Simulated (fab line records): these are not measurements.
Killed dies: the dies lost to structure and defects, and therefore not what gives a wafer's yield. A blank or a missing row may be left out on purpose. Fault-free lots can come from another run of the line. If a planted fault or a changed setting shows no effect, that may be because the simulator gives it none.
fab line records -- flow sky130
record: lots: 15, wafers: 45, lastDay: 51
route steps=708 shown NWELL@75 PAD_OPEN@708
lots that met no fault: from a run of the same line without faults
startH: start of the lot's first displayed wafer, in hours after the record's first day -- waitH: hours elapsed since this lot's preceding step -- " same as the row above -- L1.1+2: a single row standing in for several wafers -- - either no value or no given start -- * or withheld: withheld -- < > ~ a bound
route shown NAME@n: a module of which the file shows steps, and the number in the route of the first -- usual: the fault-free wafers' mean and standard deviation -- same: alike in all rows -- chamber/n: place in a boat -- sites: readings site by site -- _std_site: standard deviation across them -- _edge_site: the outer-site mean with the inner-site mean subtracted -- radiusMm: for every site, how far away it sits from the centre of the wafer -- mask NAME#n: copy n -- behind: the last tool/chamber to shape the wafer -- hold: cause of the lot's hold/its duration in hours/its outcome -- device: which transistor (n, p or np) failed to switch -- end of line: the same wafers' tests at the end of the route -- a step without rows: its recipe alone -- killed: at the first sort, the dies lost to defects and structure; wafer yield is something else -- map: per-die view of a wafer (x killed, . not killed, _ where there is no die)
set.NAME: setting as actually run; set.NAME@STEP: the setting as run at that earlier step -- model.NAME: the simulator's own value behind a step, which no gauge read
a sample of lots followed through the steps of the route, with each step as a table and each wafer as a row
== steps ==
step: SKY_NWELL_DEVELOP_22
recipe: wallAngleDeg: 90, developer: TMAH, developTimeS: 60, devTempC: 23
lot.wafer,tool,chamber,startH,waitH
L879.1+3+5,lithoTrack-04,0,119,-
L881.3+5+6,lithoTrack-01,0,126,-
L882.1+4+5,lithoTrack-03,0,133,-
L884.1+3+4,lithoTrack-01,0,143,-
L885.1+2+3,lithoTrack-04,0,151,-
L886.1+2+3,lithoTrack-04,0,154,-
L889.4+5+6,lithoTrack-01,0,175,-
L891.2+3+5,lithoTrack-01,0,187,-
L892.1+4+5,lithoTrack-03,0,194,-
L894.1+2+3,lithoTrack-01,0,204,-
L896.1+3+5,lithoTrack-01,0,215,-
L897.2+3+6,lithoTrack-01,0,223,-
L899.2+3+6,lithoTrack-04,0,237,-
L900.4+5+6,lithoTrack-04,0,243,-
L901.1+3+5,lithoTrack-03,0,249,-
step: SKY_NWELL_OVL_MEAS_23
usual: NWELL_01_OVL: 0.6/1.3
lot.wafer,tool,chamber,startH,waitH,NWELL_01_OVL[nm]
L879.1,overlay-02,-,119.77,-,1.1
L879.3,overlay-02,-,119.77,-,-0.4
L879.5,overlay-02,-,119.77,-,0.3
L881.3,overlay-01,-,126.42,-,-0.6
L881.5,overlay-01,-,126.42,-,0.1
L881.6,overlay-01,-,126.42,-,-2.6
L882.1,overlay-02,-,133.84,-,0.4
L882.4,overlay-02,-,133.84,-,1.5
L882.5,overlay-02,-,133.84,-,1.7
L884.1,overlay-02,-,143.16,-,-0.7
L884.3,overlay-02,-,143.16,-,0.9
L884.4,overlay-02,-,143.16,-,-0.4
L885.1,overlay-01,-,152.07,-,3.3
L885.2,overlay-01,-,152.07,-,3.1
L885.3,overlay-01,-,152.07,-,1.6
L886.1,overlay-02,-,154.37,-,1.3
L886.2,overlay-02,-,154.37,-,0.8
L886.3,overlay-02,-,154.37,-,2.5
L889.4,overlay-01,-,175.88,-,0.0
L889.5,overlay-01,-,175.88,-,2.5
L889.6,overlay-01,-,175.88,-,3.8
L891.2,overlay-01,-,187.47,-,0.9
L891.3,overlay-01,-,187.47,-,2.3
L891.5,overlay-01,-,187.47,-,1.8
L892.1,overlay-01,-,194.24,-,1.8
L892.4,overlay-01,-,194.24,-,0.5
L892.5,overlay-01,-,194.24,-,1.9
L894.1,overlay-01,-,204.81,-,2.4
L894.2,overlay-01,-,204.81,-,3.4
L894.3,overlay-01,-,204.81,-,-
L896.1,overlay-02,-,215.76,-,0.0
L896.3,overlay-02,-,215.76,-,-
L896.5,overlay-02,-,215.76,-,2.1
L897.2,overlay-02,-,223.47,-,0.5
L897.3,overlay-02,-,223.47,-,-
L897.6,overlay-02,-,223.47,-,-
L899.2,overlay-01,-,237.73,-,0.9
L899.3,overlay-01,-,237.73,-,3.2
L899.6,overlay-01,-,237.73,-,0.7
L900.4,overlay-01,-,243.19,-,-1.3
L900.5,overlay-01,-,243.19,-,0.3
L900.6,overlay-01,-,243.19,-,-2.4
L901.1,overlay-02,-,249.34,-,-1.4
L901.3,overlay-02,-,249.34,-,0.6
L901.5,overlay-02,-,249.34,-,-1.0
step: SKY_PAD_OPEN_PROBE_99
usual: killed_at_M0_to_M3: 43/6.9, killed_at_M4_up: 3.2/1.6, killedAtContacts: 25/5.1, killedAtFrontEnd: 16/4.5, killedAtOther: 0.3/0.68, killedDies: 87/8.9, killedOnRim: 16/3.6, killedOpen: 48/6.9, killedShort: 39/6.3
same: grossDies: 492, killedAtBackSide: 0
lot.wafer,tool,chamber,startH,waitH,killed_at_M0_to_M3,killed_at_M4_up,killedAtContacts,killedAtFrontEnd,killedAtOther,killedDies,killedOnRim,killedOpen,killedShort
L894.1,prober-02,-,1190.78,0.1,46,2,18,16,0,82,14,39,43
L894.2,prober-02,-,1190.83,0.1,33,3,22,18,0,76,19,39,37
L894.3,prober-02,-,1190.88,0.2,42,4,24,422,0,492,96,43,35
L896.1,prober-02,-,1195.97,0.1,49,1,29,6,5,90,16,56,31
L896.3,prober-02,-,1196.07,0.2,43,3,21,424,1,492,96,47,42
L896.5,prober-02,-,1196.17,0.2,47,5,30,13,0,95,18,54,41
L897.2,prober-02,-,1204.93,0.1,52,2,34,14,1,103,20,59,44
L897.3,prober-02,-,1204.98,0.2,47,4,24,417,0,492,96,55,28
L897.6,prober-02,-,1205.13,0.2,43,2,26,421,0,492,96,53,34
killed by level:class
L894.1 METAL2:geometricParticle:short=8 VIA3:geometricParticle:open=8 VIA2:geometricParticle:open=7 VIA2:geometricParticle:short=7 CONTACT:geometricParticle:open=6 VIA1:geometricParticle:open=5 LI_CONTACT:geometricParticle:short=4 FIELD_ISO:geometricParticle:open=3
L894.2 VIA3:geometricParticle:open=9 FIELD_ISO:geometricParticle:open=6 LI_CONTACT:geometricParticle:open=5 LOCAL_INTERCONNECT:geometricParticle:short=5 VIA1:geometricParticle:open=5 VIA2:geometricParticle:open=5 FIELD_ISO:geometricParticle:short=4 CONTACT:geometricParticle:short=4
L894.3 NWELL:areaDevelop=414 CONTACT:geometricParticle:open=10 VIA2:geometricParticle:open=8 VIA1:geometricParticle:open=7 VIA3:geometricParticle:open=7 FIELD_ISO:geometricParticle:short=5 LI_CONTACT:geometricParticle:open=5 METAL1:geometricParticle:open=4
L896.1 VIA1:geometricParticle:open=21 CONTACT:geometricParticle:open=12 LI_CONTACT:geometricParticle:open=7 VIA3:geometricParticle:open=7 METAL1:geometricParticle:short=6 LI_CONTACT:geometricParticle:short=5 CONTACT:geometricParticle:short=3 VIA1:geometricParticle:short=3
L896.3 NWELL:areaDevelop=402 VIA1:geometricParticle:open=11 VIA3:geometricParticle:open=9 CONTACT:geometricParticle:open=7 VIA1:geometricParticle:short=7 FIELD_ISO:geometricParticle:open=6 FIELD_ISO:geometricParticle:short=6 POLY_GATE:geometricParticle:open=5
L896.5 CONTACT:geometricParticle:open=12 VIA2:geometricParticle:open=10 VIA1:geometricParticle:open=9 LI_CONTACT:geometricParticle:open=7 VIA2:geometricParticle:short=5 VIA3:geometricParticle:open=5 FIELD_ISO:geometricParticle:open=4 CONTACT:geometricParticle:short=4
L897.2 VIA2:geometricParticle:open=13 CONTACT:geometricParticle:open=13 VIA1:geometricParticle:open=11 FIELD_ISO:geometricParticle:open=8 LOCAL_INTERCONNECT:geometricParticle:short=7 LI_CONTACT:geometricParticle:open=6 VIA3:geometricParticle:open=6 METAL2:geometricParticle:short=5
L897.3 NWELL:areaDevelop=409 VIA1:geometricParticle:open=12 CONTACT:geometricParticle:open=9 VIA2:geometricParticle:open=9 VIA1:geometricParticle:short=6 VIA3:geometricParticle:open=6 LI_CONTACT:geometricParticle:open=5 FIELD_ISO:geometricParticle:open=4
L897.6 NWELL:areaDevelop=405 CONTACT:geometricParticle:open=12 VIA1:geometricParticle:open=9 VIA2:geometricParticle:open=7 FIELD_ISO:geometricParticle:open=5 VIA3:geometricParticle:open=5 LI_CONTACT:geometricParticle:open=5 METAL1:geometricParticle:short=5
== key ==
firstSign: step: SKY_NWELL_OVL_MEAS_23, reading: NWELL_01_OVL, direction: missing
effect: step: SKY_PAD_OPEN_PROBE_99, reading: killedAtFrontEnd, direction: up, sigmas: 90, usual: 16, struck: 421
moreKillsBornAt: SKY_NWELL_DEVELOP_22@lithoTrack-01: 1630
metAt SKY_NWELL_DEVELOP_22
struckLots L894,L896,L897
struckWafers L894.3,L896.3,L897.3,L897.6
testerLeftOut L894,L896,L897
onsetBetween 187 204
fault: kind: processParameterDrift, tool: lithoTrack-01, chamber: -, onsetH: 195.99, steps: SKY_NWELL_DEVELOP_22, channel: developTimeS, offset: *, shape: step, endH: 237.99, scope: struckWafersOnly, actsIn: *, stated: *
testerLeftOut: of these lots the tester's yield and bins aren't shown, on N5 and GAA mostly nor the transistor test; their killed dies are dies lost to structure and defects alone, not to doping, threshold or leakage, so they don't give the yield
